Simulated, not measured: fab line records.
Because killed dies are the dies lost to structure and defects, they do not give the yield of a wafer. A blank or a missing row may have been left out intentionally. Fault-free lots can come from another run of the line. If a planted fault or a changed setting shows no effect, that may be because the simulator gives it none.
Chamber matching | flow sky130 | 4 sister chambers for SKY_VIA1_CMP_02 on cmp-01
The step polishes SiO2. 8 wafers are shown with their chamber, then 11 later ones without.

WAFERS PAIRED WITH THEIR CHAMBERS
wafer  | chamber | motor current A (A)
L080.4 | 0       | 13.6
L082.3 | 0       | 13.6
L083.1 | 3       | 11.9
L083.6 | 1       | 13.4
L086.2 | 2       | 11.9
L086.3 | 1       | 13.5
L086.5 | 3       | 11.7
L087.2 | 2       | 11.4

WAFERS MISSING THEIR CHAMBER
wafer  | motor current A (A)
L087.3 | 13.1
L087.5 | 12.5
L087.1 | 11.8
L087.4 | 13.6
L087.6 | 11.8
L094.2 | 11.4
L094.3 | 13.0
L094.4 | 12.8
L096.1 | 12.3
L096.2 | 13.4
L096.5 | 11.5

EACH ONE'S CHAMBER
wafer  | from the rows above          | in truth
L087.3 | can't be placed: 1 or 0      | 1
L087.5 | can't be placed: 3 or 2 or 1 | 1
L087.1 | can't be placed: 3 or 2      | 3
L087.4 | can't be placed: 0 or 1      | 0
L087.6 | can't be placed: 3 or 2      | 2
L094.2 | can't be placed: 2 or 3      | 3
L094.3 | can't be placed: 1 or 0      | 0
L094.4 | can't be placed: 1 or 0 or 3 | 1
L096.1 | can't be placed: 3 or 2      | 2
L096.2 | can't be placed: 1 or 0      | 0
L096.5 | can't be placed: 2 or 3      | 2
0 of 11 placed correctly. Not placeable from these rows: 11 (in 11, the candidates include the true chamber). Wrongly placed: 0.
How it was worked out, from the rows above alone: a wafer's distance from a chamber is the root of the sum, over the readings, of the square of ((its reading less the chamber's mean) divided by the reading's scatter). The wafer belongs to the nearest chamber; if the next one is less than 2 further off, it can't be placed. The mean given for a chamber averages the wafers shown for that chamber. The scatter is the square root of a quotient: the sum, over the shown wafers, of each reading's squared deviation from its chamber's mean, divided by wafers minus chambers.
